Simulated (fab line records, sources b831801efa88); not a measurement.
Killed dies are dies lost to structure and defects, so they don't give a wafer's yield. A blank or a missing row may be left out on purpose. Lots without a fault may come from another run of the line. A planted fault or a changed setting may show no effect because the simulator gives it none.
Chamber matching | flow gf180mcu | GF_V5_CMP_26 on cmp-02: 4 sister chambers
The step polishes, stops on SiO2, t overpolish 15 s, target thk 0 nm. 8 wafers are shown with their chamber, then 9 later ones without.

WAFERS WITH THEIR CHAMBER
wafer  | chamber | motor_current_A (A) | time_to_endpoint_s (s)
L338.2 | 2       | 12.5                | 88.4
L341.3 | 0       | 10.8                | 81.8
L342.2 | 0       | 11.6                | 83.7
L343.3 | 3       | 9.5                 | 82.8
L343.5 | 3       | 10.0                | 81.4
L346.3 | 2       | 12.9                | 82.0
L346.4 | 1       | 10.8                | 80.7
L346.6 | 1       | 10.9                | 83.9

WAFERS WITHOUT THEIR CHAMBER
wafer  | motor_current_A (A) | time_to_endpoint_s (s)
L348.1 | 10.1                | 83.4
L348.2 | 13.3                | 83.7
L348.4 | 10.9                | 84.5
L349.5 | 11.3                | 79.7
L349.6 | 13.0                | 82.7
L350.3 | 10.4                | 81.1
L350.6 | 12.8                | 84.9
L351.3 | 9.5                 | 89.0
L351.4 | 12.4                | 91.2

WHICH CHAMBER EACH WENT THROUGH
wafer  | from the rows above          | in truth
L348.1 | can't be placed: 3 or 1 or 0 | 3
L348.2 | 2                            | 2
L348.4 | can't be placed: 1 or 0      | 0
L349.5 | can't be placed: 0 or 1      | 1
L349.6 | 2                            | 2
L350.3 | can't be placed: 1 or 3 or 0 | 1
L350.6 | 2                            | 2
L351.3 | can't be placed: 3 or 1      | 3
L351.4 | 2                            | 2
Placed correctly: 4 of 9. Can't be placed from these rows: 5 (the true chamber is among the candidates in 5). Placed wrongly: 0.
How it was worked out, from the rows above alone: a wafer's distance from a chamber is the root of the sum, over the readings, of the square of ((its reading less the chamber's mean) divided by the reading's scatter). The wafer belongs to the nearest chamber; if the next one is less than 2 further off, it can't be placed. A chamber's mean is the mean of its shown wafers. The scatter: the root of (the sum of the squares of (reading less its chamber's mean) over the shown wafers, divided by (wafers less chambers)).
